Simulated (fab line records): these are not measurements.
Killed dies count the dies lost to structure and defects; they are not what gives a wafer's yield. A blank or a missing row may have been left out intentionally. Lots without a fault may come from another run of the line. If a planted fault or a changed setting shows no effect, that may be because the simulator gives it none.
The same fault as seen by 2 desks -- flow gf180mcu -- each desk holds nothing but its own numbers, with what lay behind them at the end

FOR THE TOOL OWNER'S DESK: pvdSputter-01
The tool's own readings at GF_M2_SPUTTER_01 (material TiN, target thk 30 nm, time 25 s): means of the sampled wafers that have a number, for each lot that ran on this tool. A lot is out of limits, marked OUT, if its mean lies more than 4 standard deviations from the usual mean; the brackets give that distance.
Columns: A = throttleValvePct at GF_M2_SPUTTER_01, usual 29.5 %
lot,first seen here,A
L658,day 21 02:06,29.1
L660,day 21 16:43,29.8
L670,day 25 17:51,29.7
L672,day 25 19:59,29.7
L673,day 26 10:41,29.0
Finding of this desk: none of the 5 lots has anything out of limits.

AT THE METROLOGY DESK
Lot by lot, what the gauges showed, no matter which tool ran the lot: averages of those sampled wafers that carry a number. A lot is out of limits, marked OUT, if its mean lies more than 4 standard deviations from the usual mean; the brackets give that distance.
Columns: A = V1_W_RS at GF_V1_RS_MEAS_24, usual 0.324 ohm/sq; B = V1_W_THK at GF_V1_THK_MEAS_25, usual 334 nm
lot,first seen here,A,B
L651,day 18 05:35,0.323,332
L658,day 21 01:31,0.326,331
L660,day 21 16:11,0.327,336
L670,day 25 17:20,0.333,321
L672,day 25 19:24,0.332,322
L673,day 26 10:06,0.322,333
L674,day 26 13:20,0.329,326
Finding of this desk: none of the 7 lots has anything out of limits.

TAKEN TOGETHER
Nothing out of limits was seen by the tool owner's desk.
Nothing out of limits was seen by the metrology desk.

WHAT WAS PUT IN BY THE SIMULATOR
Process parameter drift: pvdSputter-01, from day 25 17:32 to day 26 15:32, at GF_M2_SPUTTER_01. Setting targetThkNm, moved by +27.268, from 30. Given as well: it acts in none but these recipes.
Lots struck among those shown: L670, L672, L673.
